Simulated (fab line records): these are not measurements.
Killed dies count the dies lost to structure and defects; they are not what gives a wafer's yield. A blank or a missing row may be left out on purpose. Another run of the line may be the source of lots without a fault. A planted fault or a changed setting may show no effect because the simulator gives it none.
Comparing a struck lot with a sound one	flow sky130	17 out of 708 route steps
Sound: the wafers L129.2, L129.3, L129.4. Struck: wafer L137.3. (L137.4, L137.5 of the same lot were not struck and are left out.) The cause comes at the end.
Order at every step that has rows: each side's tool, ch and its chambers, its first start. Under that, the readings that differ: sound wafers	struck wafers	difference of the means	sigmas: that difference in standard deviations of wafers without a fault.
alike: a reading whose means differ by less than 2 such deviations, as well as words and numbers matching on both sides. not compared: withheld readings; readings where some wafer has no value; bounds like >300 that might hide an equal value; numbers whose values overlap and for which the record gives no deviation.
The two part at a step that has a row with sigmas, a row that says differs or no value, or rows on one side only. Non-overlapping numbers with no deviation appear without sigmas and do not part them. A reading that every wafer of one side lacks parts them only if that side has two wafers or more.

first, 3 steps without rows for these wafers: SKY_LI_CONTACT_EXPOSE_09 (exposes mask LICM1, target cd 170 nm); SKY_LI_CONTACT_PEB_10; SKY_LI_CONTACT_DEVELOP_11 (develop time 60 s).
SKY_LI_CONTACT_CD_MEAS_12 targets a cd of 170 nm.
  sound: cdSem-02 at day 28 21:35; struck: cdSem-02 at day 32 02:16
  alike: cdNm
SKY_LI_CONTACT_OVL_MEAS_13:
  sound: overlay-01 at day 28 21:42; struck: overlay-02 at day 32 02:21
  alike: LI_CONTACT_OVL
then, 1 step without rows for these wafers: SKY_LI_CONTACT_ETCH_14 (etches BARC in N2/H2, stops on SiO2, time 45.9 s, target depth 60 nm).
SKY_LI_CONTACT_ETCH_15: etches PSG in C4F8/O2/Ar, stops on Si, target depth 600 nm.
  sound on rieDiel-01 ch 0,1,3, day 28 21:46; struck on rieDiel-03 ch 3, day 32 02:25
  alike: oesProductAu
SKY_LI_CONTACT_STRIP_16: strips in O2/N2.
  sound on plasmaAsher-03 ch 0,1, day 28 21:52; struck on plasmaAsher-02 ch 1, day 32 02:32
  alike: drypumpMotorCurrentA, oesProductAu, stripTimeToEndpointS
  not compared: rfHoursCounterH
then, 2 steps without rows for these wafers: SKY_LI_CONTACT_CLEAN_17 (cleans in NMP, time 600 s); SKY_LI_CONTACT_PRE_CLEAN_18 (time 5.6 s).
SKY_LI_CONTACT_SPUTTER_19: material Ti, target thk 20 nm, time 106.37 s.
  sound: pvdSputter-04 at day 28 22:09; struck: pvdSputter-04 at day 32 02:48
  alike: throttleValvePct
SKY_LI_CONTACT_SPUTTER_20: material TiN, target thk 20 nm, time 80 s.
  sound: pvdSputter-04 at day 28 22:14; struck: pvdSputter-04 at day 32 02:53
  alike: throttleValvePct
SKY_LI_CONTACT_CVD_21: deposits W, target thk 400 nm, time 120.56 s.
  sound on cvdW-01 ch 0,1, day 28 22:17; struck on cvdW-01 ch 0, day 32 02:59
reading	sound	struck	difference	sigmas
model.W_of_LI_CONTACT_CVD_21.thkNm (nm)	399.2 396.2 402.9	529	+130	
  alike: heaterPowerW, susceptorTempC
SKY_LI_CONTACT_RS_MEAS_22: measures by four-point-probe.
  sound: filmMetro-02 at day 28 22:26; struck: filmMetro-02 at day 32 03:06
reading	sound	struck	difference	sigmas
LI_CONTACT_W_RS (ohm/sq)	0.285 0.288 0.283	0.215	-0.070	-17
SKY_LI_CONTACT_THK_MEAS_23: measures by xrf.
  sound: filmMetro-02 at day 28 22:32; struck: filmMetro-02 at day 32 03:12
reading	sound	struck	difference	sigmas
LI_CONTACT_W_THK (nm)	413 408 417	548	+135	+19
SKY_LI_CONTACT_CMP_24: polishes, stops on PSG, t overpolish 20 s, target thk 0 nm.
  sound on cmp-01 ch 0,2,3, day 28 22:38; struck on cmp-01 ch 3, day 32 03:17
reading	sound	struck	difference	sigmas
timeToEndpointS (s)	99 97 95	120	+23	+6
  alike: edgeZonePressureFrac, motorCurrentA
SKY_LOCAL_INTERCONNECT_SPUTTER_00: material TiN, target thk 100 nm, time 83.3 s.
  sound: pvdSputter-01 at day 28 22:53; struck: pvdSputter-02 at day 32 03:35
  alike: susceptorTempC, throttleValvePct

WHERE THEY PART
At SKY_LI_CONTACT_RS_MEAS_22 first; at SKY_LI_CONTACT_CMP_24 last (within this record only). Later steps at which nothing parts them and some readings are alike: SKY_LOCAL_INTERCONNECT_SPUTTER_00.

WHY: whatever the simulator had introduced
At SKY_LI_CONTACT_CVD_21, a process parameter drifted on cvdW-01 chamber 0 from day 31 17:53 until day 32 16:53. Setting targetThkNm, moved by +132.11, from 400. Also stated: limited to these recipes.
